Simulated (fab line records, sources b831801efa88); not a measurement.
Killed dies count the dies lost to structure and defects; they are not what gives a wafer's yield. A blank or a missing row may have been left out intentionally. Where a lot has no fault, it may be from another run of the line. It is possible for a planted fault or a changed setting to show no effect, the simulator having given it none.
fab line records | flow sky130
record: lots: 24 wafers: 72 lastDay: 50
route steps=708 shown LDD_LDN@296 LI_CONTACT@381 CONTACT@409 VIA1@479 METAL4@629
lots that met no fault: from a run of the same line without faults
startH: hours from the record's first day to the start of the lot's first wafer shown | waitH: hours since the lot's step before | " unchanged from the row above | L1.1+2: one row covering several wafers at once | - no value present, or no start provided | * or withheld: withheld | < > ~ a bound
route shown NAME@n: names a module that has steps shown in the file, with the first one's number in the route | usual: mean and standard deviation over wafers with no fault | same: alike in all rows | chamber/n: place in a boat | sites: per-site readings | _std_site: standard deviation across them | _edge_site: the outer-site mean with the inner-site mean subtracted | radiusMm: how far each site lies from the wafer's centre | mask NAME#n: copy n | behind: tool/chamber where the wafer was last shaped | hold: the reason the lot was held/the length of the hold in hours/how it ended | device: transistor that didn't switch, given as n, p or np | end of line: tests of these same wafers at the route's end | a step with no rows: only its recipe | killed: dies lost to structure and defects at the first sort, not the wafer's yield | map: per-die view of a wafer (x killed, . not killed, _ where there is no die)
set.NAME: setting as actually run; set.NAME@STEP: the setting as run at that earlier step | model.NAME: the simulator's own value behind a step, which no gauge read
a sample of lots followed through the steps of the route, with each step as a table and each wafer as a row
services: the hour from which a tool's chamber was out of use, counted from the record's first day as startH (under 0 if before that day), plus the number of hours and why
== steps ==
step: SKY_LDD_LDN_OVL_MEAS_07
usual: LDD_LDN_OVL: 0.9/1.4
columns lot.wafer tool chamber startH waitH LDD_LDN_OVL[nm]
L074.2 overlay-02 - 519.56 0.1 1.5
L074.3 " - " " 3.6
L074.4 " - " " 0.4
L075.3 overlay-01 - 522.68 0.1 -1.2
L075.5 " - " " -1.6
L075.6 " - " " -0.7
L076.3 overlay-02 - 530.17 0.1 0.8
L076.4 " - " " -0.5
L076.6 " - " " -0.2
L079.1 overlay-01 - 579.81 0.1 2.7
L079.2 " - " " 2.0
L079.4 " - " " 1.7
L077.2 overlay-02 - 582.77 0.1 1.4
L077.3 " - " " 1.2
L077.6 " - " " 1.7
L078.1 overlay-01 - 583.06 0.1 0.0
L078.4 " - " " -0.6
L078.6 " - " " -0.3
L081.3 overlay-01 - 586.32 0.1 0.2
L081.4 " - " " 3.0
L081.6 " - " " 2.2
L080.2 overlay-02 - 587.62 0.1 2.2
L080.3 " - " " 1.6
L080.4 " - " " 2.0
L082.2 overlay-01 - 595.87 0.1 1.4
L082.4 " - " " 1.2
L082.5 " - " " 1.0
L083.4 overlay-01 - 632.98 0.1 2.5
L083.5 " - " " 2.6
L083.6 " - " " 0.3
L084.4 overlay-01 - 633.88 0.1 2.4
L084.5 " - " " 3.0
L084.6 " - " " 3.8
L086.3 overlay-01 - 634.52 0.1 1.8
L086.4 " - " " 1.1
L086.5 " - " " 1.7
L085.1 overlay-01 - 636.07 0.1 1.6
L085.2 " - " " 0.2
L085.6 " - " " -1.0
L087.1 overlay-01 - 638.31 0.1 -0.4
L087.3 " - " " 0.4
L087.5 " - " " 0.5
L089.2 overlay-02 - 644.12 0.1 -1.5
L089.4 " - " " -1.2
L089.6 " - " " -2.6
L088.2 overlay-01 - 645.36 0.1 0.6
L088.3 " - " " 1.3
L088.5 " - " " -0.6
L090.1 overlay-01 - 657.77 0.1 0.6
L090.4 " - " " -0.9
L090.5 " - " " 0.5
L091.2 overlay-01 - 661.31 0.1 -1.2
L091.5 " - " " -0.2
L091.6 " - " " 0.7
L092.1 overlay-02 - 672.22 0.1 2.0
L092.4 " - " " 2.2
L092.6 " - " " 0.0
L094.3 overlay-01 - 684.82 0.1 1.3
L094.4 " - " " 0.1
L094.5 " - " " -0.5
L093.2 overlay-02 - 687.92 0.1 0.1
L093.4 " - " " 0.6
L093.6 " - " " 1.2
L095.1 overlay-01 - 689.37 0.1 1.7
L095.2 " - " " 1.4
L095.3 " - " " 2.9
L096.1 overlay-01 - 706.56 0.1 -1.1
L096.2 " - " " 0.6
L096.5 " - " " -0.1
L097.1 overlay-02 - 706.71 0.1 1.6
L097.3 " - " " 1.8
L097.4 " - " " 1.0
step: SKY_LI_CONTACT_SPUTTER_19
recipe: material: Ti targetThkNm: 20 chamberPressurePa: 5 powerW: 2500 substrateTempC: 200 timeS: 106.37
usual: chamberPressurePa: 5.000/0.011 throttleValvePct: 30.2/0.95
same: timeS: 106.37
columns lot.wafer tool chamber startH waitH chamberPressurePa throttleValvePct
L074.2 pvdSputter-02 - 671.69 0.0 4.982 30.8
L074.3 " - " " 5.019 29.8
L074.4 " - " " 5.012 30.9
L075.3 pvdSputter-01 - 675.54 0.0 5.003 29.3
L075.5 " - " " 5.002 29.5
L075.6 " - " " 5.012 29.0
L076.3 pvdSputter-04 - 679.78 0.0 5.008 29.9
L076.4 " - " " 4.981 31.6
L076.6 " - " " 5.001 29.6
L079.1 pvdSputter-01 - 729.92 0.0 5.003 29.0
L079.2 " - " " 5.016 28.8
L079.4 " - " " 4.993 30.8
L077.2 pvdSputter-02 - 732.58 0.0 5.013 32.0
L077.3 " - " " 4.984 30.9
L077.6 " - " " 5.000 30.9
L078.1 pvdSputter-01 - 733.23 0.0 5.000 29.2
L078.4 " - " " 4.990 29.0
L078.6 " - " " 4.999 31.3
L081.3 pvdSputter-02 - 734.50 0.0 5.001 30.7
L081.4 " - " " 4.998 30.9
L081.6 " - " " 4.999 32.0
L080.2 pvdSputter-02 - 735.91 0.0 5.001 30.7
L080.3 " - " " 5.010 30.5
L080.4 " - " " 5.017 31.8
L082.2 pvdSputter-02 - 743.10 0.0 4.979 29.4
L082.4 " - " " 5.007 30.8
L082.5 " - " " 4.992 30.7
L083.4 pvdSputter-01 - 775.94 0.0 5.015 29.9
L083.5 " - " " 4.994 29.3
L083.6 " - " " 5.000 30.8
L084.4 pvdSputter-04 - 777.35 0.0 4.998 31.7
L084.5 " - " " 4.984 29.8
L084.6 " - " " 4.999 29.2
L086.3 pvdSputter-01 - 779.69 0.0 5.001 30.8
L086.4 " - " " 5.006 29.2
L086.5 " - " " 4.999 28.9
L085.1 pvdSputter-04 - 781.66 0.0 5.011 31.5
L085.2 " - " " 5.012 29.8
L085.6 " - " " 5.002 29.5
L087.1 pvdSputter-04 - 782.49 0.0 5.005 31.6
L087.3 " - " " 5.003 30.0
L087.5 " - " " 4.993 31.7
L089.2 pvdSputter-04 - 789.17 0.0 4.994 31.9
L089.4 " - " " 4.988 29.7
L089.6 " - " " 4.981 31.9
L088.2 pvdSputter-01 - 789.80 0.0 5.001 29.4
L088.3 " - " " 5.009 28.7
L088.5 " - " " 4.982 29.1
L090.1 pvdSputter-02 - 799.51 0.0 4.989 30.7
L090.4 " - " " 4.993 32.0
L090.5 " - " " 5.000 31.0
L091.2 pvdSputter-02 - 803.91 0.0 5.008 30.6
L091.5 " - " " 5.013 30.9
L091.6 " - " " 4.995 32.3
L092.1 pvdSputter-04 - 812.86 0.0 4.991 31.6
L092.4 " - " " 5.003 29.7
L092.6 " - " " 5.000 31.5
L094.3 pvdSputter-04 - 825.14 0.0 5.011 29.5
L094.4 " - " " 4.990 30.0
L094.5 " - " " 5.005 29.9
L093.2 pvdSputter-01 - 828.84 0.0 5.003 28.9
L093.4 " - " " 5.005 29.0
L093.6 " - " " 4.992 28.8
L095.1 pvdSputter-04 - 830.14 0.0 4.984 29.3
L095.2 " - " " 4.990 29.9
L095.3 " - " " 4.990 29.9
L096.1 pvdSputter-01 - 845.46 0.0 4.991 28.8
L096.2 " - " " 4.992 29.1
L096.5 " - " " 4.986 30.7
L097.1 pvdSputter-02 - 846.22 0.0 5.000 29.5
L097.3 " - " " 4.987 30.9
L097.4 " - " " 4.997 31.1
step: SKY_LI_CONTACT_THK_MEAS_23
recipe: thkMeasGauge: xrf reads: W_of_LI_CONTACT_CVD_21
usual: LI_CONTACT_W_THK: 399/9.3
columns lot.wafer tool chamber startH waitH LI_CONTACT_W_THK[nm]
L074.2 filmMetro-01 - 672.09 0.1 392
L074.3 " - " " 395
L074.4 " - " " 408
L075.3 filmMetro-01 - 675.94 0.1 395
L075.5 " - " " 397
L075.6 " - " " 410
L076.3 filmMetro-03 - 680.19 0.1 393
L076.4 " - " " 396
L076.6 " - " " 397
L079.1 filmMetro-03 - 730.30 0.1 397
L079.2 " - " " 415
L079.4 " - " " 408
L077.2 filmMetro-03 - 732.98 0.1 402
L077.3 " - " " 399
L077.6 " - " " 396
L078.1 filmMetro-04 - 733.62 0.1 396
L078.4 " - " " 395
L078.6 " - " " 398
L081.3 filmMetro-03 - 734.90 0.1 396
L081.4 " - " " 403
L081.6 " - " " 393
L080.2 filmMetro-01 - 736.30 0.1 383
L080.3 " - " " 390
L080.4 " - " " 387
L082.2 filmMetro-04 - 743.49 0.1 397
L082.4 " - " " 409
L082.5 " - " " 411
L083.4 filmMetro-03 - 776.36 0.1 386
L083.5 " - " " 392
L083.6 " - " " 388
L084.4 filmMetro-03 - 777.76 0.1 394
L084.5 " - " " 395
L084.6 " - " " 417
L086.3 filmMetro-04 - 780.10 0.1 400
L086.4 " - " " 387
L086.5 " - " " 385
L085.1 filmMetro-03 - 782.04 0.1 397
L085.2 " - " " 412
L085.6 " - " " 403
L087.1 filmMetro-04 - 782.88 0.1 395
L087.3 " - " " 395
L087.5 " - " " 407
L089.2 filmMetro-04 - 789.56 0.1 411
L089.4 " - " " 390
L089.6 " - " " 391
L088.2 filmMetro-01 - 790.19 0.1 395
L088.3 " - " " 391
L088.5 " - " " 388
L090.1 filmMetro-03 - 799.89 0.1 390
L090.4 " - " " 410
L090.5 " - " " 414
L091.2 filmMetro-01 - 804.30 0.1 408
L091.5 " - " " 405
L091.6 " - " " 390
L092.1 filmMetro-03 - 813.24 0.1 389
L092.4 " - " " 394
L092.6 " - " " 409
L094.3 filmMetro-01 - 825.55 0.1 393
L094.4 " - " " 397
L094.5 " - " " 407
L093.2 filmMetro-03 - 829.24 0.1 398
L093.4 " - " " 404
L093.6 " - " " 403
L095.1 filmMetro-04 - 830.52 0.1 418
L095.2 " - " " 408
L095.3 " - " " 401
L096.1 filmMetro-01 - 845.84 0.1 390
L096.2 " - " " 374
L096.5 " - " " 380
L097.1 filmMetro-03 - 846.60 0.1 405
L097.3 " - " " 412
L097.4 " - " " 397
step: SKY_CONTACT_THK_MEAS_03
recipe: reads: SiO2_of_CONTACT_HDPCVD_02
usual: CONTACT_HDPCVD_THK: 559/6.7
columns lot.wafer tool chamber startH waitH CONTACT_HDPCVD_THK[nm]
L074.2 filmMetro-03 - 702.88 0.1 568
L074.3 " - " " 559
L074.4 " - " " 556
L075.3 filmMetro-02 - 705.93 0.1 559
L075.5 " - " " 571
L075.6 " - " " 554
L076.3 filmMetro-04 - 715.72 0.1 553
L076.4 " - " " 548
L076.6 " - " " 559
L079.1 filmMetro-04 - 758.18 0.0 552
L079.2 " - " " 552
L079.4 " - " " 545
L077.2 filmMetro-04 - 762.42 0.0 555
L077.3 " - " " 564
L077.6 " - " " 560
L078.1 filmMetro-04 - 762.57 0.0 558
L078.4 " - " " 566
L078.6 " - " " 554
L081.3 filmMetro-03 - 763.00 0.1 554
L081.4 " - " " 558
L081.6 " - " " 564
L080.2 filmMetro-04 - 765.29 0.0 550
L080.3 " - " " 560
L080.4 " - " " 562
L082.2 filmMetro-03 - 771.92 0.0 554
L082.4 " - " " 571
L082.5 " - " " 555
L083.4 filmMetro-03 - 805.26 0.0 556
L083.5 " - " " 574
L083.6 " - " " 558
L084.4 filmMetro-04 - 806.35 0.0 566
L084.5 " - " " 559
L084.6 " - " " 564
L086.3 filmMetro-04 - 808.76 0.1 560
L086.4 " - " " 575
L086.5 " - " " 555
L085.1 filmMetro-03 - 810.89 0.0 560
L085.2 " - " " 559
L085.6 " - " " 557
L087.1 filmMetro-04 - 811.35 0.0 550
L087.3 " - " " 579
L087.5 " - " " 560
L089.2 filmMetro-02 - 817.78 0.0 552
L089.4 " - " " 560
L089.6 " - " " 567
L088.2 filmMetro-03 - 818.45 0.0 548
L088.3 " - " " 581
L088.5 " - " " 566
L090.1 filmMetro-04 - 828.38 0.0 569
L090.4 " - " " 553
L090.5 " - " " 570
L091.2 filmMetro-02 - 832.35 0.0 560
L091.5 " - " " 567
L091.6 " - " " 563
L092.1 filmMetro-04 - 841.75 0.0 553
L092.4 " - " " 558
L092.6 " - " " 554
L094.3 filmMetro-03 - 853.17 0.1 560
L094.4 " - " " 568
L094.5 " - " " 553
L093.2 filmMetro-04 - 857.37 0.0 568
L093.4 " - " " 554
L093.6 " - " " 548
L095.1 filmMetro-02 - 858.98 0.0 554
L095.2 " - " " 559
L095.3 " - " " 558
L096.1 filmMetro-02 - 873.95 0.0 553
L096.2 " - " " 555
L096.5 " - " " 561
L097.1 filmMetro-04 - 874.79 0.0 565
L097.3 " - " " 564
L097.4 " - " " 560
step: SKY_VIA1_CVD_21
recipe: material: W targetThkNm: 270 timeS: 80.902 tempC: 400 pressureTorr: 40
usual: heaterPowerW: 852/58 susceptorTempC: 399.95/0.21
same: timeS: 80.902
columns lot.wafer tool chamber startH waitH heaterPowerW susceptorTempC
L074.2 cvdW-01 0 791.06 0.0 788 399.97
L074.3 " 1 " " 922 399.95
L074.4 " 0 " " 781 399.91
L075.3 cvdW-01 0 793.03 0.1 790 400.00
L075.5 " 1 " " 914 399.37
L075.6 " 0 " " 795 400.18
L076.3 cvdW-02 1 800.29 0.1 855 399.82
L076.4 " 0 " " 849 399.83
L076.6 " 1 " " 839 399.96
L079.1 cvdW-02 0 842.76 0.0 826 399.93
L079.2 " 1 " " 866 400.06
L079.4 " 1 " " 863 400.36
L078.1 cvdW-02 1 848.55 0.0 883 399.88
L078.4 " 0 " " 837 399.83
L078.6 " 1 " " 854 400.00
L077.2 cvdW-01 1 848.68 0.0 942 400.06
L077.3 " 0 " " 790 400.44
L077.6 " 0 " " 789 400.39
L081.3 cvdW-02 0 849.56 0.1 820 400.03
L081.4 " 1 " " 870 399.98
L081.6 " 0 " " 841 400.21
L080.2 cvdW-01 1 850.76 0.0 926 399.98
L080.3 " 1 " " 942 399.94
L080.4 " 0 " " 797 399.77
L082.2 cvdW-02 0 855.49 0.0 831 400.10
L082.4 " 0 " " 842 399.99
L082.5 " 0 " " 810 400.00
L083.4 cvdW-02 0 889.39 0.1 851 399.97
L083.5 " 1 " " 857 399.92
L083.6 " 0 " " 848 400.18
L084.4 cvdW-01 0 889.74 0.1 764 399.61
L084.5 " 0 " " 787 400.10
L084.6 " 1 " " 946 399.53
L086.3 cvdW-02 0 891.64 0.1 858 399.86
L086.4 " 1 " " 873 399.80
L086.5 " 1 " " 849 399.75
L085.1 cvdW-01 0 894.30 0.0 797 400.24
L085.2 " 1 " " 946 399.84
L085.6 " 1 " " 920 399.43
L087.1 cvdW-02 1 894.95 0.0 850 399.87
L087.3 " 1 " " 878 399.97
L087.5 " 0 " " 856 400.13
L089.2 cvdW-02 0 899.68 0.0 838 399.54
L089.4 " 0 " " 835 399.52
L089.6 " 1 " " 865 399.73
L088.2 cvdW-01 0 902.17 0.0 792 400.06
L088.3 " 1 " " 959 400.22
L088.5 " 1 " " 908 400.03
L090.1 cvdW-01 0 910.79 0.0 792 399.90
L090.4 " 1 " " 925 399.65
L090.5 " 1 " " 947 399.89
L091.2 cvdW-01 1 914.10 0.0 927 400.15
L091.5 " 0 " " 810 400.00
L091.6 " 1 " " 925 400.10
L092.1 cvdW-02 0 922.10 0.0 812 400.29
L092.4 " 1 " " 793 399.93
L092.6 " 0 " " 823 400.48
L094.3 cvdW-01 0 934.65 0.1 767 399.87
L094.4 " 1 " " 950 400.02
L094.5 " 1 " " 942 399.91
L093.2 cvdW-02 0 938.19 0.0 805 399.77
L093.4 " 1 " " 801 399.68
L093.6 " 1 " " 805 399.92
L095.1 cvdW-01 1 939.22 0.0 964 400.06
L095.2 " 0 " " 816 400.01
L095.3 " 1 " " 936 399.93
L096.1 cvdW-02 0 951.71 0.0 822 399.88
L096.2 " 1 " " 790 400.35
L096.5 " 0 " " 826 399.83
L097.1 cvdW-01 0 954.71 0.0 799 400.09
L097.3 " 0 " " 790 400.01
L097.4 " 1 " " 924 400.06
step: SKY_METAL4_CD_MEAS_13
recipe: targetCdNm: 300
usual: cdNm: 300.1/1.5
columns lot.wafer tool chamber startH waitH cdNm
L074.2 cdSem-01 - 976.28 - 300.9
L074.3 " - " " 300.6
L074.4 " - " " 300.9
L075.3 cdSem-01 - 982.50 - 297.7
L075.5 " - " " 298.6
L075.6 " - " " 299.2
L076.3 cdSem-01 - 986.75 - 301.2
L076.4 " - " " 301.4
L076.6 " - " " 299.7
L079.1 cdSem-01 - 1024.56 - 300.5
L079.2 " - " " 301.8
L079.4 " - " " 299.0
L078.1 cdSem-02 - 1029.32 - 300.0
L078.4 " - " " 300.9
L078.6 " - " " 298.4
L077.2 cdSem-02 - 1030.04 - 300.6
L077.3 " - " " 300.1
L077.6 " - " " 300.3
L081.3 cdSem-01 - 1030.71 - 299.5
L081.4 " - " " 301.4
L081.6 " - " " 299.8
L080.2 cdSem-02 - 1034.98 - 302.2
L080.3 " - " " 301.1
L080.4 " - " " 302.8
L082.2 cdSem-01 - 1035.93 - 299.9
L082.4 " - " " 300.8
L082.5 " - " " 301.3
L083.4 cdSem-01 - 1064.87 - 302.2
L083.5 " - " " 299.0
L083.6 " - " " 300.7
L084.4 cdSem-02 - 1066.17 - 297.8
L084.5 " - " " 300.1
L084.6 " - " " 298.1
L086.3 cdSem-02 - 1066.27 - 300.8
L086.4 " - " " 299.3
L086.5 " - " " 300.5
L085.1 cdSem-02 - 1067.26 - 300.4
L085.2 " - " " 299.7
L085.6 " - " " 300.9
L087.1 cdSem-01 - 1067.96 - 297.9
L087.3 " - " " 298.2
L087.5 " - " " 299.9
L089.2 cdSem-02 - 1069.73 - 298.8
L089.4 " - " " 299.3
L089.6 " - " " 298.5
L088.2 cdSem-02 - 1073.98 - 300.7
L088.3 " - " " 302.3
L088.5 " - " " 301.0
L090.1 cdSem-01 - 1082.16 - 301.5
L090.4 " - " " 301.9
L090.5 " - " " 302.4
L091.2 cdSem-02 - 1084.64 - 301.3
L091.5 " - " " 301.2
L091.6 " - " " 301.3
L092.1 cdSem-02 - 1090.21 - 300.4
L092.4 " - " " 299.1
L092.6 " - " " 300.2
L094.3 cdSem-02 - 1100.25 - 300.6
L094.4 " - " " 299.2
L094.5 " - " " 299.9
L093.2 cdSem-01 - 1105.23 - 300.4
L093.4 " - " " 300.5
L093.6 " - " " 300.7
L095.1 cdSem-02 - 1105.56 - 302.8
L095.2 " - " " 303.5
L095.3 " - " " 303.7
L096.1 cdSem-02 - 1115.46 - 297.7
L096.2 " - " " 297.5
L096.5 " - " " 300.1
L097.1 cdSem-02 - 1117.02 - 298.0
L097.3 " - " " 297.9
L097.4 " - " " 298.5
== services ==
columns tool chamber startH hours kind
pvdSputter-02 - 653.30 3.5 repair
pvdSputter-02 - 684.09 2.1 repair
cvdW-01 - 686.28 0.8 repair
pvdSputter-02 - 698.43 0.9 repair
cvdW-02 - 719.50 2.5 repair
cvdW-02 - 790.78 0.5 repair
cvdW-02 - 807.75 1.4 repair
pvdSputter-01 - 812.13 1.7 repair
pvdSputter-04 - 859.11 0.8 repair
pvdSputter-02 - 877.06 3.1 repair
cvdW-02 - 904.10 14.0 pm
cvdW-02 0 904.10 14.0 ventCycle
cvdW-02 1 904.10 14.0 ventCycle
pvdSputter-04 - 905.06 6.7 repair
cvdW-02 0 918.10 - clean
cvdW-02 1 918.10 - clean
pvdSputter-04 - 940.99 1.1 repair
cvdW-02 - 951.20 0.5 repair
== key ==
fault none
